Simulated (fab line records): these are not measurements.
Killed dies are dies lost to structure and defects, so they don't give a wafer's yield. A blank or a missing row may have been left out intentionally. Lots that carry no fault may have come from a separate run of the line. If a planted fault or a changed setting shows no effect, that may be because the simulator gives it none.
Chamber matching || flow sky130 || SKY_CONTACT_CMP_04 on cmp-01 has 4 sister chambers
The step polishes SiO2. 14 wafers are shown with their chamber, then 7 later ones without.

EACH WAFER AND ITS CHAMBER
{"wafer": "L184.1", "chamber": 3, "motorCurrentA (A)": 12.0, "headPressurePsi (psi)": 3.998, "timeToEndpointS (s)": 82}
{"wafer": "L184.3", "chamber": 2, "motorCurrentA (A)": 13.6, "headPressurePsi (psi)": 3.999, "timeToEndpointS (s)": 83}
{"wafer": "L184.4", "chamber": 1, "motorCurrentA (A)": 10.9, "headPressurePsi (psi)": 4.009, "timeToEndpointS (s)": 81}
{"wafer": "L197.2", "chamber": 1, "motorCurrentA (A)": 11.5, "headPressurePsi (psi)": 3.995, "timeToEndpointS (s)": 83}
{"wafer": "L197.4", "chamber": 3, "motorCurrentA (A)": 11.8, "headPressurePsi (psi)": 3.991, "timeToEndpointS (s)": 85}
{"wafer": "L197.6", "chamber": 2, "motorCurrentA (A)": 12.5, "headPressurePsi (psi)": 4.003, "timeToEndpointS (s)": 81}
{"wafer": "L198.1", "chamber": 0, "motorCurrentA (A)": 11.4, "headPressurePsi (psi)": 3.998, "timeToEndpointS (s)": 84}
{"wafer": "L198.2", "chamber": 1, "motorCurrentA (A)": 11.0, "headPressurePsi (psi)": 3.989, "timeToEndpointS (s)": 86}
{"wafer": "L198.4", "chamber": 3, "motorCurrentA (A)": 12.0, "headPressurePsi (psi)": 4.017, "timeToEndpointS (s)": 85}
{"wafer": "L200.2", "chamber": 1, "motorCurrentA (A)": 11.5, "headPressurePsi (psi)": 4.001, "timeToEndpointS (s)": 81}
{"wafer": "L200.4", "chamber": 0, "motorCurrentA (A)": 10.8, "headPressurePsi (psi)": 4.004, "timeToEndpointS (s)": 81}
{"wafer": "L200.6", "chamber": 0, "motorCurrentA (A)": 10.4, "headPressurePsi (psi)": 4.000, "timeToEndpointS (s)": 82}
{"wafer": "L201.1", "chamber": 1, "motorCurrentA (A)": 11.1, "headPressurePsi (psi)": 4.002, "timeToEndpointS (s)": 87}
{"wafer": "L201.5", "chamber": 2, "motorCurrentA (A)": 13.5, "headPressurePsi (psi)": 3.985, "timeToEndpointS (s)": 88}

SIGNATURES (averages over the wafers above)
{"reading": "motorCurrentA", "chamber 0": 10.867, "chamber 1": 11.200, "chamber 2": 13.200, "chamber 3": 11.933, "scatter within a chamber": 0.399}
{"reading": "headPressurePsi", "chamber 0": 4.00067, "chamber 1": 3.99920, "chamber 2": 3.99567, "chamber 3": 4.00200, "scatter within a chamber": 0.00888}
{"reading": "timeToEndpointS", "chamber 0": 82.33, "chamber 1": 83.60, "chamber 2": 84.00, "chamber 3": 84.00, "scatter within a chamber": 2.61}
Rule: a wafer's distance from a chamber is the root of the sum, over the readings, of the square of ((its reading less the chamber's mean) divided by the reading's scatter). The wafer belongs to the nearest chamber; if the next one is less than 2 further off, it can't be placed. The scatter: the root of (the sum of the squares of (reading less its chamber's mean) over the shown wafers, divided by (wafers less chambers)).

WAFERS WITH NO CHAMBER GIVEN
{"wafer": "L201.6", "motorCurrentA (A)": 10.9, "headPressurePsi (psi)": 4.007, "timeToEndpointS (s)": 86}
{"wafer": "L202.1", "motorCurrentA (A)": 11.3, "headPressurePsi (psi)": 4.005, "timeToEndpointS (s)": 88}
{"wafer": "L202.3", "motorCurrentA (A)": 11.7, "headPressurePsi (psi)": 3.995, "timeToEndpointS (s)": 94}
{"wafer": "L202.4", "motorCurrentA (A)": 11.5, "headPressurePsi (psi)": 3.991, "timeToEndpointS (s)": 92}
{"wafer": "L203.1", "motorCurrentA (A)": 11.9, "headPressurePsi (psi)": 3.995, "timeToEndpointS (s)": 80}
{"wafer": "L203.4", "motorCurrentA (A)": 12.6, "headPressurePsi (psi)": 4.013, "timeToEndpointS (s)": 77}
{"wafer": "L203.5", "motorCurrentA (A)": 11.7, "headPressurePsi (psi)": 3.993, "timeToEndpointS (s)": 85}

CHAMBER TAKEN BY EACH
{"wafer": "L201.6", "from the rows above": "can't be placed: 1 or 0 or 3", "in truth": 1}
{"wafer": "L202.1", "from the rows above": "can't be placed: 1 or 3 or 0", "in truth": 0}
{"wafer": "L202.3", "from the rows above": "can't be placed: 3 or 1 or 0 or 2", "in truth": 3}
{"wafer": "L202.4", "from the rows above": "can't be placed: 1 or 3 or 0 or 2", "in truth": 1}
{"wafer": "L203.1", "from the rows above": "can't be placed: 3 or 1 or 0 or 2", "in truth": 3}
{"wafer": "L203.4", "from the rows above": "can't be placed: 3 or 2 or 1 or 0", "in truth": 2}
{"wafer": "L203.5", "from the rows above": "can't be placed: 3 or 1 or 0", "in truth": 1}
Correct placement for 0 of the 7. Can't be placed from these rows: 7 (the true chamber is among the candidates in 7). Wrongly placed: 0.
